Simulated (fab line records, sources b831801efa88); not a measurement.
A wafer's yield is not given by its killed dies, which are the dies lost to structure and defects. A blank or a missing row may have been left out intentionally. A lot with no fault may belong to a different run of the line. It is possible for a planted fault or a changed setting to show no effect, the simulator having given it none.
A sampling plan put to the test | flow gf180mcu | each of the 9 faults these records tell of, on one fab line, judged from the records of the lots it struck
The plan is the line's own looks: the steps of the route at which a gauge or an inspection reads the wafer and doesn't change it. Where struck wafers have a number at a look and the file lists that look's usual mean and standard deviation on fault-free wafers, the look can be judged. Caught: the struck wafers' mean, at a look after the fault's first step, is 4 or more of those standard deviations (sigma) away from the usual mean. On the tool: the identical test, applied to the tool's own readings at the steps of the fault. It also counts as caught if the struck wafers ran another recipe or if their record alone is blank.

== THE FAULTS, as the simulator had put them in ==
1. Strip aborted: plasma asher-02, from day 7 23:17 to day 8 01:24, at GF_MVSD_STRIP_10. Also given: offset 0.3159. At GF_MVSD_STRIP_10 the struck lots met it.
2. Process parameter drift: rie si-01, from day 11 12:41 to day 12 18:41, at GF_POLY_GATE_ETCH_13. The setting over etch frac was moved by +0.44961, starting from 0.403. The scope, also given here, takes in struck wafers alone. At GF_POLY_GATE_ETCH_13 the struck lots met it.
3. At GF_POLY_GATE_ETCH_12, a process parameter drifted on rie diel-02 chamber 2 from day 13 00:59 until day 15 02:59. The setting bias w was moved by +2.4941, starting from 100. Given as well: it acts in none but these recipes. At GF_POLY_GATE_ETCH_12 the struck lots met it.
4. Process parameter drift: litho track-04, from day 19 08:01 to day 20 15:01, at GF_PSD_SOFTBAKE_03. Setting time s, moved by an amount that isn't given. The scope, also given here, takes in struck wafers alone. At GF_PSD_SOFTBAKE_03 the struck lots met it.
5. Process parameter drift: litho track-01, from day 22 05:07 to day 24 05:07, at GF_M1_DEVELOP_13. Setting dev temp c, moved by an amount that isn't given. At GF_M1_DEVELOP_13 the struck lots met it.
6. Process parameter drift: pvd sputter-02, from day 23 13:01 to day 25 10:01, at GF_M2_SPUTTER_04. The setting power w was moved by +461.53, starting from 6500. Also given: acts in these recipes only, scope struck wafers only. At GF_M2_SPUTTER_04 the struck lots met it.
7. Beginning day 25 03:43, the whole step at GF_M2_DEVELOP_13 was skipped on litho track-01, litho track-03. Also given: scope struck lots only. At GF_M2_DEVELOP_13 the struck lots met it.
8. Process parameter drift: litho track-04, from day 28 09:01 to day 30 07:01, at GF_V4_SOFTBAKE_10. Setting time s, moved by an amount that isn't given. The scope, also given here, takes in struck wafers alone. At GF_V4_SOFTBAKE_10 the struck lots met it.
9. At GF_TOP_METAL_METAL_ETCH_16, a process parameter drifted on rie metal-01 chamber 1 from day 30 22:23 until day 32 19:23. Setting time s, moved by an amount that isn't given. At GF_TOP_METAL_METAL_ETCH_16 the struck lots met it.

== WHAT THE PLAN SAW ==
fault | on the tool itself                               | first look that catches it                      | reading, sigma                                  | median hours from its first step to that look | hours from the fault's start to the first struck lot there | judged looks passed uncaught
1     | oes product au +49 sigma                         | not the one look that can be judged after it    | -                                               | -                                             | -                                                          | 1
2     | oes product au -21 sigma                         | not the one look that can be judged after it    | -                                               | -                                             | -                                                          | 1
3     | bias w +8.0 sigma                                | not the one look that can be judged after it    | strongest: M4_ALCU_RS at GF_M4_RS_MEAS_05, +3.2 | -                                             | -                                                          | 1
4     | run length s +98 sigma                           | no look after it can be judged                  | -                                               | -                                             | -                                                          | 0
5     | developer temp C -7.2 sigma                      | none of the 2 looks that can be judged after it | -                                               | -                                             | -                                                          | 2
6     | cathode dc power W +99 or beyond sigma           | not the one look that can be judged after it    | -                                               | -                                             | -                                                          | 1
7     | the tool's record is blank for the struck wafers | no look after it can be judged                  | -                                               | -                                             | -                                                          | 0
8     | run length s +91 sigma                           | no look after it can be judged                  | -                                               | -                                             | -                                                          | 0
9     | run length s +7.1 sigma                          | not the one look that can be judged after it    | -                                               | -                                             | -                                                          | 1
A dash: the fault isn't caught, or these records don't give the number.

Caught at a look: 0 of 9. Caught on the tool: 9 of 9. By one or the other: 9 of 9.
Caught on the tool alone: faults 1, 2, 3, 4, 5, 6, 7, 8, 9.
